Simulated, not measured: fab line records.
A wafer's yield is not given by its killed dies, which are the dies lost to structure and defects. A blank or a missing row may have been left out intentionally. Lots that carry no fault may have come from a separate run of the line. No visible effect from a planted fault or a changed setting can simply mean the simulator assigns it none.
Check for tools in common :: flow sky130 :: 14 lots, 42 wafers sampled

== WHAT PROMPTED THE OPENING ==
2 of 14 lots carry a flag on the reading RES_XHIGH_TW at SKY_RES_XHIGH_TW_MEAS_09. Fault-free wafers read 1624, with a standard deviation of 14.
Rule: a lot is flagged when every wafer of it that has a number lies more than 4 standard deviations from that mean, or none has a number. The other lots count as sound.

lot: L251
measured: day 26 01:35
on: film-metro-01
RES_XHIGH_TW, wafer by wafer: 1620 1620 1624
flag: 

lot: L252
measured: day 26 11:06
on: film-metro-03
RES_XHIGH_TW, wafer by wafer: 1639 1646 1639
flag: 

lot: L253
measured: day 27 01:31
on: film-metro-01
RES_XHIGH_TW, wafer by wafer: 1632 1626 1630
flag: 

lot: L254
measured: day 27 08:38
on: film-metro-01
RES_XHIGH_TW, wafer by wafer: 1636 1636 1644
flag: 

lot: L255
measured: day 27 17:52
on: film-metro-01
RES_XHIGH_TW, wafer by wafer: 1634 1629 1631
flag: 

lot: L256
measured: day 28 00:14
on: film-metro-02
RES_XHIGH_TW, wafer by wafer: 1604 1592 1609
flag: 

lot: L257
measured: day 28 15:35
on: film-metro-03
RES_XHIGH_TW, wafer by wafer: 1635 1643 1635
flag: 

lot: L258
measured: day 28 20:22
on: film-metro-02
RES_XHIGH_TW, wafer by wafer: 1613 1595 1611
flag: 

lot: L259
measured: day 29 09:36
on: film-metro-03
RES_XHIGH_TW, wafer by wafer: 1632 1632 1618
flag: 

lot: L260
measured: day 30 19:17
on: film-metro-03
RES_XHIGH_TW, wafer by wafer: 1635 1628 1623
flag: 

lot: L263
measured: day 31 02:49
on: film-metro-03
RES_XHIGH_TW, wafer by wafer: 1642 1626 1642
flag: 

lot: L269
measured: day 32 22:16
on: film-metro-01
RES_XHIGH_TW, wafer by wafer: 30 30 30
flag: FLAGGED

lot: L270
measured: day 33 01:48
on: film-metro-03
RES_XHIGH_TW, wafer by wafer: 30 30 30
flag: FLAGGED

lot: L274
measured: day 34 01:29
on: film-metro-02
RES_XHIGH_TW, wafer by wafer: 1600 1599 1612
flag: 
On average the flagged lots read 30, which is -1594 against the usual, or -99 or more standard deviations.

== EACH LOT AND THE TOOL IT RAN ON ==
The record holds 1 process step before the reading, out of a route of 708 steps. Read each cell as the tool, then ch plus the chambers that the sampled wafers visited, then the start.
lot: L251
flag: 
SKY_RES_XHIGH_EXPOSE_04: iline-stepper-01 ch 0, day 25 11:02

lot: L252
flag: 
SKY_RES_XHIGH_EXPOSE_04: iline-stepper-01 ch 0, day 25 20:55

lot: L253
flag: 
SKY_RES_XHIGH_EXPOSE_04: iline-stepper-02 ch 0, day 26 10:58

lot: L254
flag: 
SKY_RES_XHIGH_EXPOSE_04: iline-stepper-01 ch 0, day 26 18:34

lot: L255
flag: 
SKY_RES_XHIGH_EXPOSE_04: iline-stepper-01 ch 0, day 27 03:45

lot: L256
flag: 
SKY_RES_XHIGH_EXPOSE_04: iline-stepper-02 ch 0, day 27 10:05

lot: L257
flag: 
SKY_RES_XHIGH_EXPOSE_04: iline-stepper-02 ch 0, day 28 01:21

lot: L258
flag: 
SKY_RES_XHIGH_EXPOSE_04: iline-stepper-01 ch 0, day 28 06:02

lot: L259
flag: 
SKY_RES_XHIGH_EXPOSE_04: iline-stepper-02 ch 0, day 28 19:55

lot: L260
flag: 
SKY_RES_XHIGH_EXPOSE_04: iline-stepper-01 ch 0, day 30 06:02

lot: L263
flag: 
SKY_RES_XHIGH_EXPOSE_04: iline-stepper-02 ch 0, day 30 12:50

lot: L269
flag: FLAGGED
SKY_RES_XHIGH_EXPOSE_04: iline-stepper-01, day 32 08:35

lot: L270
flag: FLAGGED
SKY_RES_XHIGH_EXPOSE_04: iline-stepper-01, day 32 12:02

lot: L274
flag: 
SKY_RES_XHIGH_EXPOSE_04: iline-stepper-01 ch 0, day 33 12:08
What these steps do:
- SKY_RES_XHIGH_EXPOSE_04: exposes mask URPM, target cd 1270 nm.
- SKY_RES_XHIGH_TW_MEAS_09

== FLAGGED AGAINST TOTAL, ONE TOOL AT A TIME (gauges that did the reading follow at the end) ==
step: SKY_RES_XHIGH_EXPOSE_04
tool: iline-stepper-01
lots run: 9
flagged: 2
share of the flagged lots: all
sound lots run after its first flagged lot: 1 (L274)

step: SKY_RES_XHIGH_EXPOSE_04
tool: iline-stepper-02
lots run: 5
flagged: 0
share of the flagged lots: none
sound lots run after its first flagged lot: -

step: SKY_RES_XHIGH_TW_MEAS_09
tool: film-metro-01
lots run: 5
flagged: 1
share of the flagged lots: some
sound lots run after its first flagged lot: 0

step: SKY_RES_XHIGH_TW_MEAS_09
tool: film-metro-02
lots run: 3
flagged: 0
share of the flagged lots: none
sound lots run after its first flagged lot: -

step: SKY_RES_XHIGH_TW_MEAS_09
tool: film-metro-03
lots run: 6
flagged: 1
share of the flagged lots: some
sound lots run after its first flagged lot: 0

== WHAT THE TABLE PERMITS ==
1 row of the table ran every flagged lot: iline-stepper-01 at SKY_RES_XHIGH_EXPOSE_04.
- iline-stepper-01 at SKY_RES_XHIGH_EXPOSE_04 ran 9 lots, 2 of them flagged. Sound lots followed the first flagged one (L274) on it, something a lasting fault affecting the whole tool could not allow. On the flagged lots its readings are blank where sound lots have values: exposure-dose-mJ-cm2, focus-offset-nm.
None of the table's rows ran every flagged lot and, after the first, no sound lot.

== WHAT THE SIMULATOR PUT IN ==
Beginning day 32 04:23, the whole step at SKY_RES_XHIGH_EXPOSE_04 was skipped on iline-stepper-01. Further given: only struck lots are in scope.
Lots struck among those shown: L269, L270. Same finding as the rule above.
